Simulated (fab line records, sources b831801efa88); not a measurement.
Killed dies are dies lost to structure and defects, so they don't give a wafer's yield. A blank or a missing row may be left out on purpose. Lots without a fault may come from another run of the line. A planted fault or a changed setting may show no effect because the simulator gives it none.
fab line records | flow sky130 | part 2 of 2: steps 31 to 31 of 31
record lots=6 wafers=18 last_day=49
route steps=708 shown LI_CONTACT@375 LOCAL_INTERCONNECT@387 PAD_OPEN@708
lots that met no fault: from a run of the same line without faults
start_h: hours from the record's first day to the start of the lot's first wafer shown | wait_h: hours since the lot's step before | " the same as in the row above | L1.1+2: a row that stands for several wafers | - no value, or no start given | * or withheld: withheld | < > ~ a bound
route shown NAME@n: a module of which the file shows steps, and the number in the route of the first | usual: mean/standard deviation of fault-free wafers | same: alike in all rows | chamber/n: place in a boat | sites: the reading at each site | _std_site: their standard deviation | _edge_site: outer sites' mean less inner sites' | radius_mm: how far each site lies from the wafer's centre | mask NAME#n: copy n | behind: the tool/chamber that last shaped the wafer | hold: why the lot was held/for how many hours/how that ended | device: the transistor (n, p or np) that didn't switch | end of line: the same wafers' tests at the end of the route | a step without rows: its recipe alone | killed: dies lost to structure and defects at the first sort, not the wafer's yield | map: a wafer's dies, x killed, . not, _ none there
set.NAME: the setting as run; set.NAME@STEP: as run at that earlier step | model.NAME: the simulator's own value behind a step, which no gauge read
lots at some steps of the route; a table a step, a row a wafer
services: from which hour (start_h, from the record's first day; less than 0 if before it) a tool's chamber was out of use, for how many hours, and why
## steps
# step SKY_PAD_OPEN_PROBE_99
# usual killed_at_M0_to_M3=44/6.5 killed_at_M4_up=3.0/1.5 killed_at_contacts=25/5.1 killed_at_front_end=14/4.1 killed_at_other=0.3/0.57 killed_dies=87/9.5 killed_open=48/6.8 killed_short=39/6.2
# same gross_dies=492 killed_at_back_side=0
# columns lot.wafer tool chamber start_h wait_h killed_at_M0_to_M3 killed_at_M4_up killed_at_contacts killed_at_front_end killed_at_other killed_dies killed_open killed_short model.etest.res_li.line_ohm_um model.etest.res_li.rs_ohm_sq model.etest.mcon_chain.rc_ohm
L699.2 prober-02 - 1076.20 0.1 51 3 12 28 0 94 55 38 75.79 12.71 16.63
L699.4 prober-02 - 1076.30 0.2 44 1 18 12 0 75 40 34 77.26 12.91 16.89
L699.6 prober-02 - 1076.40 0.2 44 4 18 12 0 78 43 35 76.57 12.98 17.84
L701.3 prober-01 - 1097.25 0.2 38 3 20 13 0 74 47 26 79.06 12.92 17.46
L701.4 prober-01 - 1097.30 0.2 46 4 23 15 1 89 49 39 78.27 13.01 16.97
L701.5 prober-01 - 1097.35 0.2 51 2 26 12 0 91 50 41 77.52 12.77 17.47
L710.2 prober-01 - 1148.05 0.1 53 5 21 15 1 95 46 47 75.05 12.84 17.22
L710.3 prober-01 - 1148.10 0.2 49 2 29 15 0 95 61 33 75.68 12.83 16.12
L710.4 prober-01 - 1148.15 0.2 40 3 30 18 0 91 44 47 88.77 15.28 18.32
L712.2 prober-02 - 1159.29 0.1 41 0 16 14 0 71 45 26 76.07 12.55 16.42
L712.5 prober-02 - 1159.44 0.2 44 2 26 16 0 88 54 34 74.5 12.45 16.46
L712.6 prober-02 - 1159.49 0.2 46 3 20 21 0 90 47 43 75.94 12.69 16.65
L713.1 prober-02 - 1164.76 0.1 44 4 15 16 0 79 45 34 75.63 12.87 17.04
L713.4 prober-02 - 1164.91 0.2 48 3 32 19 0 102 49 53 73.53 12.72 17.28
L713.5 prober-02 - 1164.96 0.2 57 4 34 12 0 107 61 46 90.17 15.29 17.31
L718.1 prober-02 - 1183.55 0.1 43 2 31 6 1 83 48 35 74.69 12.82 16.54
L718.2 prober-02 - 1183.60 0.1 46 4 20 11 0 81 42 39 76.08 12.95 16.1
L718.4 prober-02 - 1183.70 0.2 44 4 21 11 0 80 44 36 75.14 12.75 16.87
# killed by level:class
L699.2 VIA1:geometric_particle:open=13 FIELD_ISO:geometric_particle:open=7 CONTACT:geometric_particle:open=7 FIELD_ISO:geometric_particle:short=6 VIA2:geometric_particle:open=6 METAL1:geometric_particle:short=5 VIA3:geometric_particle:short=5 VIA3:geometric_particle:open=5
L699.4 VIA2:geometric_particle:open=11 LI_CONTACT:geometric_particle:open=6 METAL2:geometric_particle:short=6 VIA1:geometric_particle:open=6 POLY_GATE:geometric_particle:short=5 CONTACT:geometric_particle:open=5 VIA1:geometric_particle:short=5 CONTACT:geometric_particle:short=4
L699.6 VIA1:geometric_particle:open=10 CONTACT:geometric_particle:open=10 FIELD_ISO:geometric_particle:short=6 VIA3:geometric_particle:open=6 VIA3:geometric_particle:short=6 VIA1:geometric_particle:short=4 VIA2:geometric_particle:open=4 METAL3:geometric_particle:short=4
L701.3 VIA1:geometric_particle:open=8 VIA2:geometric_particle:open=8 FIELD_ISO:geometric_particle:open=6 LI_CONTACT:geometric_particle:open=6 CONTACT:geometric_particle:open=6 VIA3:geometric_particle:open=6 METAL1:geometric_particle:short=4 VIA1:geometric_particle:short=4
L701.4 VIA1:geometric_particle:open=11 LI_CONTACT:geometric_particle:open=10 CONTACT:geometric_particle:open=7 VIA2:geometric_particle:open=7 POLY_GATE:geometric_particle:short=6 VIA3:geometric_particle:open=6 METAL3:geometric_particle:short=5 VIA3:geometric_particle:short=5
L701.5 VIA3:geometric_particle:open=12 VIA1:geometric_particle:open=11 CONTACT:geometric_particle:open=10 METAL1:geometric_particle:short=8 METAL2:geometric_particle:short=7 CONTACT:geometric_particle:short=6 VIA2:geometric_particle:open=6 FIELD_ISO:geometric_particle:short=4
L710.2 VIA1:geometric_particle:open=9 LI_CONTACT:geometric_particle:open=8 CONTACT:geometric_particle:open=7 METAL2:geometric_particle:short=7 VIA3:geometric_particle:open=7 FIELD_ISO:geometric_particle:short=5 METAL1:geometric_particle:short=5 VIA1:geometric_particle:short=5
L710.3 VIA1:geometric_particle:open=15 CONTACT:geometric_particle:open=14 METAL1:geometric_particle:short=8 VIA3:geometric_particle:open=8 VIA2:geometric_particle:open=7 FIELD_ISO:geometric_particle:short=6 LI_CONTACT:geometric_particle:open=5 FIELD_ISO:geometric_particle:open=4
L710.4 CONTACT:geometric_particle:open=13 VIA1:geometric_particle:open=7 METAL1:geometric_particle:short=5 CONTACT:geometric_particle:short=5 FIELD_ISO:geometric_particle:open=4 POLY_GATE:geometric_particle:short=4 LI_CONTACT:geometric_particle:short=4 LOCAL_INTERCONNECT:geometric_particle:short=4
L712.2 VIA1:geometric_particle:open=11 VIA3:geometric_particle:open=8 CONTACT:geometric_particle:open=7 LI_CONTACT:geometric_particle:open=6 METAL2:geometric_particle:short=4 FIELD_ISO:geometric_particle:open=3 POLY_GATE:geometric_particle:short=3 POLY_GATE:geometric_particle:open=3
L712.5 CONTACT:geometric_particle:open=13 VIA1:geometric_particle:open=13 FIELD_ISO:geometric_particle:open=7 METAL3:geometric_particle:short=6 VIA1:geometric_particle:short=5 LI_CONTACT:geometric_particle:open=4 LOCAL_INTERCONNECT:geometric_particle:short=4 METAL1:geometric_particle:short=3
L712.6 CONTACT:geometric_particle:open=10 METAL1:geometric_particle:short=9 VIA3:geometric_particle:open=7 VIA2:geometric_particle:open=7 VIA1:geometric_particle:open=7 FIELD_ISO:geometric_particle:short=6 POLY_GATE:geometric_particle:short=6 METAL2:geometric_particle:short=6
L713.1 VIA1:geometric_particle:open=13 FIELD_ISO:geometric_particle:open=7 VIA2:geometric_particle:open=7 CONTACT:geometric_particle:open=7 VIA2:geometric_particle:short=7 FIELD_ISO:geometric_particle:short=6 CONTACT:geometric_particle:short=4 METAL1:geometric_particle:short=4
L713.4 CONTACT:geometric_particle:open=9 LI_CONTACT:geometric_particle:open=8 VIA1:geometric_particle:open=8 METAL2:geometric_particle:short=7 POLY_GATE:geometric_particle:open=6 POLY_GATE:geometric_particle:short=6 CONTACT:geometric_particle:short=6 METAL1:geometric_particle:short=5
L713.5 CONTACT:geometric_particle:open=19 METAL2:geometric_particle:short=13 VIA1:geometric_particle:open=12 VIA2:geometric_particle:open=9 LI_CONTACT:geometric_particle:open=7 VIA1:geometric_particle:short=5 VIA2:geometric_particle:short=5 FIELD_ISO:geometric_particle:short=4
L718.1 LI_CONTACT:geometric_particle:open=11 CONTACT:geometric_particle:open=11 VIA1:geometric_particle:open=7 VIA3:geometric_particle:open=7 METAL2:geometric_particle:short=6 METAL1:geometric_particle:short=6 VIA2:geometric_particle:open=5 CONTACT:geometric_particle:short=4
L718.2 VIA1:geometric_particle:open=10 LI_CONTACT:geometric_particle:open=8 VIA2:geometric_particle:open=7 VIA1:geometric_particle:short=6 CONTACT:geometric_particle:open=5 METAL2:geometric_particle:short=5 VIA3:geometric_particle:open=5 POLY_GATE:geometric_particle:short=4
L718.4 VIA1:geometric_particle:open=13 CONTACT:geometric_particle:open=12 VIA3:geometric_particle:open=8 VIA3:geometric_particle:short=7 VIA1:geometric_particle:short=5 METAL4:geometric_particle:short=4 FIELD_ISO:geometric_particle:open=3 CONTACT:geometric_particle:short=3
## services
# columns tool chamber start_h hours kind
pvd_sputter-04 - 668.82 1.5 repair
rie_diel-04 3 674.69 4.8 repair
rie_diel-03 1 685.36 4.6 repair
wet_bench-02 - 686.01 2.0 repair
cmp-02 - 694.41 2.6 repair
rie_diel-02 0 722.70 2.9 repair
plasma_asher-04 - 731.40 12.5 pm
rie_diel-02 1 731.50 7.5 repair
cmp-02 - 732.75 6.9 pm
plasma_asher-04 - 743.87 9.0 pm
cmp-01 - 744.14 4.0 pm
rie_diel-03 2 748.33 9.4 repair
rie_diel-03 1 757.19 3.6 repair
rie_metal-01 - 759.48 14.6 pm
cmp-02 - 763.45 4.6 pm
pvd_sputter-01 - 772.95 3.6 repair
rie_diel-03 - 787.91 1.1 repair
cmp-02 - 798.26 6.1 repair
cmp-02 - 801.93 0.5 repair
rie_metal-01 - 802.96 15.6 pm
rie_diel-04 - 803.75 0.7 repair
rie_diel-03 0 811.39 5.6 repair
pvd_sputter-04 - 825.80 2.9 repair
rie_diel-04 0 846.88 5.1 repair
## key
first_sign step=SKY_LOCAL_INTERCONNECT_RS_MEAS_01 reading=LOCAL_INTERCONNECT_TIN_RS direction=up sigmas=17 usual=14.11 struck=17.04
effect step=SKY_LOCAL_INTERCONNECT_THK_MEAS_02 reading=LOCAL_INTERCONNECT_TIN_THK direction=down sigmas=12 usual=99.7 struck=84.0
effect step=SKY_LOCAL_INTERCONNECT_METAL_ETCH_14 reading=oes_product_au direction=down sigmas=11 usual=0.942 struck=0.851
model_effect step=SKY_LOCAL_INTERCONNECT_SPUTTER_00 value=TiN_of_LOCAL_INTERCONNECT_SPUTTER_00.thk_nm without=100.8 struck=83.81
model_effect step=SKY_LOCAL_INTERCONNECT_STRIP_16 value=TiN_of_LOCAL_INTERCONNECT_SPUTTER_00.thk_nm without=100.4 struck=83.39
model_effect step=SKY_PAD_OPEN_PROBE_99 value=etest.res_li.line_ohm_um without=74.37 struck=89.47
met_at SKY_LOCAL_INTERCONNECT_SPUTTER_00
struck_wafers L710.4,L713.5
tester_left_out L710,L713
onset_between 700.76 777.26
fault kind=process_parameter_drift tool=pvd_sputter-04 chamber=- onset_h=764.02 steps=SKY_LOCAL_INTERCONNECT_SPUTTER_00 channel=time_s offset=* shape=step end_h=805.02 acts_in=* stated=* scope=struck_wafers_only
# tester_left_out: of these lots the tester's yield and bins aren't shown, on N5 and GAA mostly nor the transistor test; their killed dies are dies lost to structure and defects alone, not to doping, threshold or leakage, so they don't give the yield
